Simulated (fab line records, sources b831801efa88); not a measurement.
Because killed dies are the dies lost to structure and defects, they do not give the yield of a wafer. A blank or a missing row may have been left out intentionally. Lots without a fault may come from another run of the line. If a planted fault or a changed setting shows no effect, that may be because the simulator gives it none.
Which tool did it? | flow gf180mcu | 14 lots, 42 wafers sampled, at 5 steps of a route of 602

WHAT EACH GAUGE READ, for each wafer
GF_STI_CD_MEAS_12: the cd target is 220 nm.
lot  | measured    | on       | cdNm (nm)
L180 | day 2 06:11 | cdSem-02 | 221.6 220.3 220.7
L181 | day 2 11:38 | cdSem-02 | 216.3 219.0 218.7
L184 | day 3 05:53 | cdSem-02 | 218.9 218.5 218.5
L187 | day 3 18:59 | cdSem-02 | 218.4 217.0 217.5
L188 | day 4 04:32 | cdSem-02 | 219.4 218.8 217.8
L189 | day 4 10:44 | cdSem-01 | 218.0 218.6 219.4
L190 | day 4 10:58 | cdSem-02 | 218.7 219.9 219.9
L191 | day 4 16:50 | cdSem-02 | 220.8 219.0 220.0
L193 | day 5 01:44 | cdSem-01 | 217.1 218.2 218.4
L194 | day 5 08:28 | cdSem-01 | 220.9 222.0 221.1
L195 | day 5 11:56 | cdSem-01 | 218.1 219.7 220.0
L196 | day 5 17:05 | cdSem-02 | 222.0 221.0 221.2
L197 | day 5 21:24 | cdSem-01 | 220.4 220.3 220.2
L200 | day 6 15:02 | cdSem-01 | 220.3 221.7 219.0

GF_VT_IMPLANT_TW_MEAS_32.
lot  | measured     | on           | VT_IMPLANT_3_TW
L180 | day 7 12:13  | filmMetro-04 | 266 267 266
L181 | day 7 13:20  | filmMetro-01 | 270 269 271
L184 | day 8 18:41  | filmMetro-02 | 263 262 261
L187 | day 9 02:25  | filmMetro-04 | 265 267 267
L188 | day 9 12:17  | filmMetro-02 | 264 262 262
L189 | day 9 18:22  | filmMetro-02 | 263 263 261
L190 | day 9 20:02  | filmMetro-02 | 322 324 322
L191 | day 10 01:32 | filmMetro-01 | 269 272 270
L193 | day 10 13:43 | filmMetro-01 | 271 271 269
L194 | day 11 03:58 | filmMetro-01 | 271 272 270
L195 | day 11 04:55 | filmMetro-01 | 271 270 271
L196 | day 11 14:22 | filmMetro-04 | 266 269 267
L197 | day 11 16:56 | filmMetro-02 | 320 322 321
L200 | day 13 01:01 | filmMetro-02 | 263 263 263

GF_POLY_GATE_CD_MEAS_10: the cd target is 280 nm.
lot  | measured     | on       | cdNm (nm)
L180 | day 9 19:54  | cdSem-02 | 279.2 277.0 278.6
L181 | day 9 20:08  | cdSem-01 | 280.2 280.0 281.5
L184 | day 11 07:41 | cdSem-01 | 279.8 281.0 280.3
L187 | day 11 15:40 | cdSem-01 | 280.5 279.8 278.1
L188 | day 12 00:49 | cdSem-02 | 279.7 279.9 279.6
L189 | day 12 06:56 | cdSem-01 | 281.1 281.5 282.4
L190 | day 12 10:43 | cdSem-02 | 281.8 281.6 281.5
L191 | day 12 15:13 | cdSem-01 | 280.2 280.1 278.9
L193 | day 13 10:17 | cdSem-02 | 280.0 279.7 278.6
L194 | day 13 22:59 | cdSem-02 | 281.0 281.2 279.7
L195 | day 13 22:43 | cdSem-01 | 277.8 278.6 277.1
L196 | day 14 17:29 | cdSem-01 | 279.0 278.5 280.0
L197 | day 14 17:49 | cdSem-01 | 280.1 279.8 279.0
L200 | day 15 21:23 | cdSem-01 | 281.0 281.9 282.2

GF_HV_LDD_TW_MEAS_38.
lot  | measured     | on           | HV_LDD_3_TW
L180 | day 12 05:09 | filmMetro-03 | 1417 1415 1417
L181 | day 12 05:17 | filmMetro-02 | 1409 1409 1409
L184 | day 13 19:20 | filmMetro-03 | 1440 1430 1429
L187 | day 14 04:29 | filmMetro-03 | 1439 1435 1432
L188 | day 14 18:58 | filmMetro-02 | 1409 1413 1415
L189 | day 15 01:52 | filmMetro-03 | 1423 1424 1423
L190 | day 15 00:55 | filmMetro-01 | 1444 1443 1444
L191 | day 15 09:31 | filmMetro-01 | 1439 1448 1455
L193 | day 16 05:57 | filmMetro-03 | 1431 1428 1429
L194 | day 16 21:08 | filmMetro-03 | 1420 1432 1434
L195 | day 16 21:05 | filmMetro-01 | 1439 1439 1433
L196 | day 17 14:39 | filmMetro-02 | 1408 1408 1406
L197 | day 17 15:25 | filmMetro-02 | 1405 1418 1412
L200 | day 18 20:35 | filmMetro-01 | 1447 1448 1443

WHAT TOOL EACH LOT RAN ON (gives the tool, then ch and the chambers of the sampled wafers, and finally the start)
lot  | GF_VT_IMPLANT_IMPLANT_30
L180 | implanter-01 ch 0, day 7 11:59
L181 | implanter-01 ch 0, day 7 13:06
L184 | implanter-02 ch 0, day 8 18:26
L187 | implanter-01 ch 0, day 9 02:10
L188 | implanter-02 ch 0, day 9 12:04
L189 | implanter-01 ch 0, day 9 18:07
L190 | implanter-01 ch 0, day 9 19:25
L191 | implanter-02 ch 0, day 10 01:17
L193 | implanter-04 ch 0, day 10 13:29
L194 | implanter-04 ch 0, day 11 03:43
L195 | implanter-01 ch 0, day 11 04:40
L196 | implanter-04 ch 0, day 11 14:08
L197 | implanter-01 ch 0, day 11 16:09
L200 | implanter-02 ch 0, day 13 00:46
- GF_VT_IMPLANT_IMPLANT_30

AS READ BY THE TOOLS THEMSELVES (means over the sampled wafers that have a number; for cases with no such wafer, the mark the record gives instead)
The record holds no such reading with a usual standard deviation.

THE ANSWER, worked out from the rows above alone
Rule: what is usual is taken from the lots themselves. The widest of any qualifying gaps counts: lots, ordered by their means at a reading, are off when they make up no more than a third of the lots, leave a main group of 4 or more, and stand apart from it by 3 or more times the standard deviation of that group's means. A main group is skipped when, at the precision printed for the reading in the tables above, its means are all equal. A lot without any number at a reading at which 4 lots or more have one is off too. Where the step has rows for the other lots, those lots are counted as sound. Order of review: gauges by route order, followed by the tools' own readings, for which a lot's mean as printed above is used. At the first step where some lot is off, the reading lying furthest off is the one used; lots without a number count as furthest.
Off: at GF_VT_IMPLANT_TW_MEAS_32 (VT_IMPLANT_3_TW), L190, L197. For the main group the mean is 267 and the standard deviation 3.5.
A tool fits if, at a process step before that reading, it ran every lot that is off, and no sound lot after the first of them. The gauges at GF_VT_IMPLANT_TW_MEAS_32 are tried like those tools. None of those tried fits.

WHAT WAS PUT IN BY THE SIMULATOR
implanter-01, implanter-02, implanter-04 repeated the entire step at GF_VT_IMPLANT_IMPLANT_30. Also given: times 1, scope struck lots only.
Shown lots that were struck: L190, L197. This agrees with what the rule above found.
